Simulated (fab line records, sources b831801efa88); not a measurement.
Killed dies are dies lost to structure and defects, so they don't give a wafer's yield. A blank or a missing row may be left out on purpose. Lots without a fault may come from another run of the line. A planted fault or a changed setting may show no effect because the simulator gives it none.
Chamber matching | flow sfq_line | SFQ_TRILAYER_I2_VIA_ETCH_VIA_ETCH_070 on rie_diel-01: 4 sister chambers
The step etches SiO2 in CHF3, stops on Nb, target depth 260 nm. 4 wafers are shown with their chamber, then 7 later ones without.

WAFERS WITH THEIR CHAMBER
wafer  | chamber | drypump_motor_current_A (A)
L745.4 | 0       | 5.1
L745.6 | 2       | 5.4
L748.2 | 3       | 5.6
L748.3 | 1       | 5.5

WAFERS WITHOUT THEIR CHAMBER
wafer  | drypump_motor_current_A (A)
L748.6 | 5.6
L753.2 | 5.4
L753.4 | 5.7
L753.6 | 5.6
L761.2 | 5.4
L761.3 | 5.6
L761.6 | 5.6

WHICH CHAMBER EACH WENT THROUGH
wafer  | from the rows above | in truth
L748.6 | 3                   | 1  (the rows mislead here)
L753.2 | 2                   | 2
L753.4 | 3                   | 3
L753.6 | 3                   | 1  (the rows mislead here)
L761.2 | 2                   | 2
L761.3 | 3                   | 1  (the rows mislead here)
L761.6 | 3                   | 3
Placed correctly: 4 of 7. Can't be placed from these rows: 0. Placed wrongly: 3.
How it was worked out, from the rows above alone: a wafer's distance from a chamber is the root of the sum, over the readings, of the square of ((its reading less the chamber's mean) divided by the reading's scatter). The wafer belongs to the nearest chamber; if the next one is less than 2 further off, it can't be placed. A chamber's mean is the mean of its shown wafers. The scatter: with one shown wafer a chamber, the root of the mean of the squares of how far each hidden wafer lies from its nearest shown one.
